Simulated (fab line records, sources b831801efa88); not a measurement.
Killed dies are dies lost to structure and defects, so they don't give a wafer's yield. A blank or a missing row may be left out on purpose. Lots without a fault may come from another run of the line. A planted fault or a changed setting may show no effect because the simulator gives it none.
Chamber matching | flow sky130 | SKY_VIA3_ETCH_15 on rie_diel-04: 4 sister chambers
The step etches SiO2 in C4F8/O2/Ar, stops on TiN, target depth 507 nm, time 78 s. 4 wafers are shown with their chamber, then 12 later ones without.

WAFERS WITH THEIR CHAMBER
wafer  | chamber | oes_product_au (a.u.)
L092.5 | 3       | 0.950
L091.4 | 0       | 0.944
L091.5 | 2       | 0.937
L091.6 | 1       | 0.952

WAFERS WITHOUT THEIR CHAMBER
wafer  | oes_product_au (a.u.)
L093.2 | 0.949
L093.3 | 0.951
L093.4 | 0.941
L095.1 | 0.945
L095.4 | 0.938
L095.6 | 0.939
L096.3 | 0.942
L096.4 | 0.948
L096.5 | 0.945
L097.1 | 0.934
L097.3 | 0.945
L097.5 | 0.950

WHICH CHAMBER EACH WENT THROUGH
wafer  | from the rows above          | in truth
L093.2 | can't be placed: 3 or 1      | 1
L093.3 | can't be placed: 1 or 3      | 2
L093.4 | can't be placed: 0 or 2      | 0
L095.1 | 0                            | 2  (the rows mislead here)
L095.4 | 2                            | 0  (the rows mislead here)
L095.6 | can't be placed: 2 or 0      | 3
L096.3 | can't be placed: 0 or 2      | 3
L096.4 | can't be placed: 3 or 0 or 1 | 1
L096.5 | 0                            | 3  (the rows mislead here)
L097.1 | 2                            | 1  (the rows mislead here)
L097.3 | 0                            | 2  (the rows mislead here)
L097.5 | can't be placed: 3 or 1      | 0
Placed correctly: 0 of 12. Can't be placed from these rows: 7 (the true chamber is among the candidates in 3). Placed wrongly: 5.
How it was worked out, from the rows above alone: a wafer's distance from a chamber is the root of the sum, over the readings, of the square of ((its reading less the chamber's mean) divided by the reading's scatter). The wafer belongs to the nearest chamber; if the next one is less than 2 further off, it can't be placed. A chamber's mean is the mean of its shown wafers. The scatter: with one shown wafer a chamber, the root of the mean of the squares of how far each hidden wafer lies from its nearest shown one.
